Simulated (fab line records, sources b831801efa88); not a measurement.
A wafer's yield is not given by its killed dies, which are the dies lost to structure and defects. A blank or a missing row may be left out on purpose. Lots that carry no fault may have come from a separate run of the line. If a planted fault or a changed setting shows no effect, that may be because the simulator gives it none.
fab line records	flow gf180mcu
record: lots: 7	wafers: 21	lastDay: 32
route steps=602 shown MIM@519 M5@526
lots with no fault: from the same line, run without faults
startH: the number of hours between the record's first day and the start of the first shown wafer of the lot	waitH: hours since the lot's step before	" as in the row above	L1.1+2: one row covering several wafers at once	- value missing, or start not given	* or withheld: withheld	< > ~ a bound
route shown NAME@n: NAME is a module with steps in the file, n the number in the route of the first one	usual: mean/standard deviation taken from wafers without a fault	same: alike in all rows	chamber/n: place in a boat	sites: each site's reading	_std_site: the values' standard deviation	_edge_site: the outer-site mean with the inner-site mean subtracted	radiusMm: for every site, how far away it sits from the centre of the wafer	mask NAME#n: copy n	behind: the most recent tool/chamber to have shaped the wafer	hold: the reason the lot was held/the length of the hold in hours/how it ended	device: names the non-switching transistor (n, p or np)	end of line: tests run on the same wafers once the route is complete	for a step that has no rows: nothing shown but its recipe	killed: count of dies lost to structure and defects at first sort (not the wafer's yield)	map: a wafer's dies, marking killed ones x, the rest . and places with no die _
set.NAME: setting as actually run; set.NAME@STEP: the setting as run at that earlier step	model.NAME: the simulator's own value behind a step, which no gauge read
lots at selected steps of the route; one table per step, one row per wafer
services: from which hour (startH, from the record's first day; less than 0 if before it) a tool's chamber was out of use, for how many hours, and why
== steps ==
step: GF_MIM_EXPOSE_16
recipe: maskId: FuseTop	targetCdNm: 2000	na: 0.6	sourceShape: conventional	sigmaOuter: 0.6	doseMj: 140
step: GF_MIM_PEB_17
recipe: tempC: withheld	timeS: *	resist: NOVOLAK
step: GF_MIM_DEVELOP_18
recipe: developTimeS: 60	devTempC: 23
step: GF_MIM_METAL_ETCH_19
recipe: chemistry: Cl2/BCl3	maskMaterial: NOVOLAK	stopOn: Si3N4	targetDepthNm: 324.5	pressureMtorr: 8	icpW: 800	biasW: 140	Cl2_flow_sccm: 80	bcl3FlowSccm: 40	timeS: 54.1
usual: drypumpMotorCurrentA: 6.0/0.47	oesProductAu: 0.940/0.0061	throttleValvePct: 28.286/0.01
lot.wafer	tool	chamber	startH	waitH	drypumpMotorCurrentA	oesProductAu	rfHoursCounterH	throttleValvePct
L789.1	rieMetal-03	0	625.70	0.1	5.9	0.941	6	28.263
L789.3	"	1	"	"	5.2	0.931	-	28.295
L789.6	"	0	"	"	5.8	0.937	-	28.308
L790.4	rieMetal-03	0	631.02	0.1	5.9	0.929	-	28.298
L790.5	"	1	"	"	5.2	0.939	-	28.278
L790.6	"	0	"	"	5.9	0.938	-	28.298
L793.1	rieMetal-02	0	660.45	0.1	5.6	0.941	12	28.294
L793.3	"	1	"	"	6.5	0.930	-	28.281
L793.4	"	0	"	"	5.6	0.933	-	28.270
L796.3	rieMetal-01	1	679.93	0.1	6.1	0.940	-	28.295
L796.4	"	0	"	"	6.4	0.942	-	28.296
L796.6	"	1	"	"	6.1	0.949	-	28.276
L800.2	rieMetal-02	1	699.30	0.1	6.5	0.944	6	28.281
L800.3	"	0	"	"	5.6	0.943	-	28.273
L800.4	"	1	"	"	6.5	0.940	-	28.290
L799.2	rieMetal-02	1	701.54	0.1	6.5	0.942	-	28.269
L799.3	"	1	"	"	6.5	0.934	-	28.296
L799.5	"	1	"	"	6.5	0.937	-	28.292
L801.2	rieMetal-03	1	704.90	0.1	5.2	0.949	1	28.287
L801.4	"	0	"	"	5.9	0.936	-	28.287
L801.6	"	0	"	"	5.9	0.939	-	28.281
step: GF_MIM_STRIP_20
recipe: chemistry: O2/N2	powerW: 1400	pressureMtorr: 1500	platenTempC: 250	o2FlowSccm: 3000	n2FlowSccm: 300	overashFraction: 0.5
usual: drypumpMotorCurrentA: 5.8/0.44	heaterPowerW: 304/47	oesProductAu: 0.692/0.0044	stripTimeToEndpointS: 11.24/0.039
lot.wafer	tool	chamber	startH	waitH	drypumpMotorCurrentA	heaterPowerW	oesProductAu	rfHoursCounterH	stripTimeToEndpointS
L789.1	plasmaAsher-03	1	625.77	0.0	6.4	240	0.688	53	11.26
L789.3	"	0	"	"	5.3	274	0.684	-	11.22
L789.6	"	1	"	"	6.4	241	0.692	-	11.25
L790.4	plasmaAsher-02	0	631.10	0.1	6.1	367	0.687	-	11.23
L790.5	"	0	"	"	6.1	351	0.692	-	11.25
L790.6	"	1	"	"	5.6	344	0.696	-	11.25
L793.1	plasmaAsher-02	0	660.52	0.0	6.1	362	0.693	99	11.26
L793.3	"	1	"	"	5.6	346	0.699	-	11.25
L793.4	"	0	"	"	6.1	356	0.691	-	11.24
L796.3	plasmaAsher-03	1	680.01	0.1	6.4	244	0.694	-	11.25
L796.4	"	0	"	"	5.2	284	0.691	-	11.25
L796.6	"	1	"	"	6.4	241	0.702	-	11.32
L800.2	plasmaAsher-02	0	699.37	0.0	6.1	361	0.694	104	11.28
L800.3	"	1	"	"	5.6	349	0.696	-	11.24
L800.4	"	0	"	"	6.1	367	0.693	-	11.23
L799.2	plasmaAsher-04	1	701.65	0.1	5.4	350	0.688	96	11.17
L799.3	"	0	"	"	6.0	309	0.691	-	11.21
L799.5	"	0	"	"	6.0	311	0.687	-	11.24
L801.2	plasmaAsher-02	1	704.97	0.0	5.6	344	0.695	105	11.21
L801.4	"	0	"	"	6.1	353	0.689	-	11.26
L801.6	"	1	"	"	5.6	338	0.696	-	11.29
step: GF_MIM_STRIP_21
recipe: chemistry: postEtchResidueRemover	timeS: 1200	tempC: 72.5
step: GF_MIM_CLEAN_22
recipe: chemistry: DIW	dry: n2Spin
step: GF_M5_DEHYDRATE_00
recipe: tempC: 200	timeS: 60
step: GF_M5_HMDS_01
recipe: primeTimeS: 60	primeTempC: 120
step: GF_M5_COAT_02
recipe: resist: KrF	spinRpm: withheld	resistThkNm: 1000
step: GF_M5_SOFTBAKE_03
recipe: tempC: 130	timeS: 60	resist: KrF
step: GF_M5_EXPOSE_04
recipe: maskId: Metal5	targetCdNm: 280	na: 0.68	sourceShape: conventional	sigmaOuter: 0.6	doseMj: 28
step: GF_M5_PEB_05
recipe: pebTempC: 135	pebTimeS: 90	resist: KrF
usual: chillPlateTempC: 23.00/0.11	exhaustPa: 45.2/0.87	heaterPowerTotalW: 85.70/0.081
lot.wafer	tool	chamber	startH	waitH	chillPlateTempC	exhaustPa	heaterPowerTotalW
L789.1	lithoTrack-01	0	645.28	-	23.10	45.5	85.59
L789.3	"	0	"	"	23.03	46.5	85.55
L789.6	"	0	"	"	23.05	44.1	85.70
L790.4	lithoTrack-04	0	650.37	-	22.87	44.5	85.75
L790.5	"	0	"	"	22.94	45.0	85.55
L790.6	"	0	"	"	23.06	44.9	85.75
L793.1	lithoTrack-04	0	680.32	-	22.96	46.4	85.68
L793.3	"	0	"	"	22.84	46.8	85.70
L793.4	"	0	"	"	22.76	45.3	85.64
L796.3	lithoTrack-02	0	698.71	-	23.09	45.0	85.84
L796.4	"	0	"	"	22.86	44.9	85.60
L796.6	"	0	"	"	22.78	43.9	85.75
L800.2	lithoTrack-04	-	717.30	-	-	-	-
L800.3	"	-	"	"	-	-	-
L800.4	"	-	"	"	-	-	-
L799.2	lithoTrack-02	-	719.73	-	-	-	-
L799.3	"	-	"	"	-	-	-
L799.5	"	-	"	"	-	-	-
L801.2	lithoTrack-04	-	722.90	-	-	-	-
L801.4	"	-	"	"	-	-	-
L801.6	"	-	"	"	-	-	-
step: GF_M5_DEVELOP_06
recipe: developTimeS: 60	devTempC: 21
== services ==
tool	chamber	startH	hours	kind
plasmaAsher-02	-	607.27	3.4	repair
rieMetal-03	1	637.13	-	clean
rieMetal-03	1	637.13	25.5	scheduledDown
rieMetal-03	1	637.13	25.5	ventCycle
rieMetal-02	1	648.53	4.9	repair
plasmaAsher-03	-	649.76	20.9	pm
plasmaAsher-04	-	685.30	1.2	repair
rieMetal-02	0	699.37	-	clean
rieMetal-02	0	699.37	19.3	scheduledDown
rieMetal-02	0	699.37	19.3	ventCycle
plasmaAsher-03	-	701.59	1.7	repair
plasmaAsher-04	-	704.19	4.0	pm
rieMetal-03	1	714.30	3.6	repair
rieMetal-03	0	714.33	29.6	repair
== key ==
firstSign: step: GF_M5_PEB_05	reading: toolRecord	direction: missing
effect none on later readings
metAt GF_M5_PEB_05
struckWafers L799.2,L799.3,L799.5,L800.2,L800.3,L800.4,L801.2,L801.4,L801.6
laterRowsLeftOut L799.2,L799.3,L799.5,L800.2,L800.3,L800.4,L801.2,L801.4,L801.6
sortLeftOut L799.2,L799.3,L799.5,L800.2,L800.3,L800.4,L801.2,L801.4,L801.6
onsetBetween 698.71 717.30
fault: kind: skippedStepWhole	tool: lithoTrack-02,lithoTrack-04	chamber: -	onsetH: 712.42	steps: GF_M5_PEB_05	scope: struckLotsOnly
sortLeftOut: the simulated sort isn't trusted on such a fault, so these wafers' sort isn't shown, and their yield isn't known
laterRowsLeftOut: the simulator's readings of these wafers behind a module that went badly wrong aren't trusted and aren't shown, but for the sort
